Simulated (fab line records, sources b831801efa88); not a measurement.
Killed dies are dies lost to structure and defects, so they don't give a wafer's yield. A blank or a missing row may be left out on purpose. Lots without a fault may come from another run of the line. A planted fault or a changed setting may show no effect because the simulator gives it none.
Which tool did it? | flow sky130 | 11 lots, 33 wafers sampled, at 2 steps of a route of 708

WHAT THE GAUGES READ, wafer by wafer
SKY_VT_ADJUST_NCORE_TW_MEAS_11.
lot  | measured     | on            | VT_ADJUST_NCORE_TW
L870 | day 8 15:30  | film_metro-03 | 217.0 216.7 216.9
L871 | day 8 22:54  | film_metro-04 | 219.1 219.2 218.2
L872 | day 9 00:23  | film_metro-04 | 219.6 219.5 219.4
L873 | day 9 07:07  | film_metro-03 | 216.3 217.2 218.8
L881 | day 11 17:39 | film_metro-04 | 219.5 218.7 218.8
L882 | day 12 07:30 | film_metro-03 | 214.4 214.6 214.8
L888 | day 14 03:43 | film_metro-04 | 221.3 220.6 220.3
L889 | day 14 09:30 | film_metro-04 | 221.7 221.9 221.4
L890 | day 14 19:16 | film_metro-03 | 216.1 218.1 217.4
L892 | day 15 03:26 | film_metro-04 | 218.1 219.6 218.7
L891 | day 15 04:40 | film_metro-04 | 218.9 218.9 219.1

SKY_SONOS_TUNNEL_CD_MEAS_07: target cd 410 nm.
lot  | measured     | on        | cd_nm (nm)
L870 | day 11 06:56 | cd_sem-01 | 411.8 413.2 410.8
L871 | day 11 18:27 | cd_sem-02 | 412.0 408.7 408.4
L872 | day 11 19:22 | cd_sem-02 | 411.4 410.0 411.3
L873 | day 12 06:00 | cd_sem-02 | 407.1 406.5 406.5
L881 | day 14 22:11 | cd_sem-01 | 410.3 410.7 413.1
L882 | day 15 12:41 | cd_sem-01 | 407.5 408.8 407.2
L888 | day 17 15:34 | cd_sem-02 | 409.1 410.0 410.6
L889 | day 17 22:19 | cd_sem-01 | 412.3 412.7 412.4
L890 | day 18 09:22 | cd_sem-01 | 410.0 412.4 411.6
L892 | day 18 17:46 | cd_sem-01 | 411.3 410.1 409.0
L891 | day 18 18:56 | cd_sem-01 | 412.2 413.6 412.6

WHICH TOOL RAN EACH LOT (tool, then ch and the chambers of the sampled wafers, then the start)
The record holds no process step before these readings.

WHAT THE TOOLS THEMSELVES READ (means of the sampled wafers that have a number; where no wafer has one, the mark that the record gives instead)
The record holds no such reading with a usual standard deviation.

THE ANSWER, worked out from the rows above alone
Rule: what is usual is taken from the lots themselves. Put in order of their means at a reading, lots are off if they are a third of the lots or fewer, leave a main group of 4 or more, and stand apart from it by a gap of 3 or more times the standard deviation of the main group's means; of several such gaps the widest counts. A main group whose means are all the same, to the digits that the tables above print for the reading, isn't used. A lot without any number at a reading at which 4 lots or more have one is off too. The other lots that the step has rows for count as sound. The gauges are gone through in route order, then the tools' own readings, and for those a lot's mean is taken as printed above. The first step at which some lot is off is used, and at that step the reading that is off furthest; a lot without a number counts as furthest.
No lot is off at any reading shown: from this, nothing can be told.

WHAT THE SIMULATOR HAD PUT IN
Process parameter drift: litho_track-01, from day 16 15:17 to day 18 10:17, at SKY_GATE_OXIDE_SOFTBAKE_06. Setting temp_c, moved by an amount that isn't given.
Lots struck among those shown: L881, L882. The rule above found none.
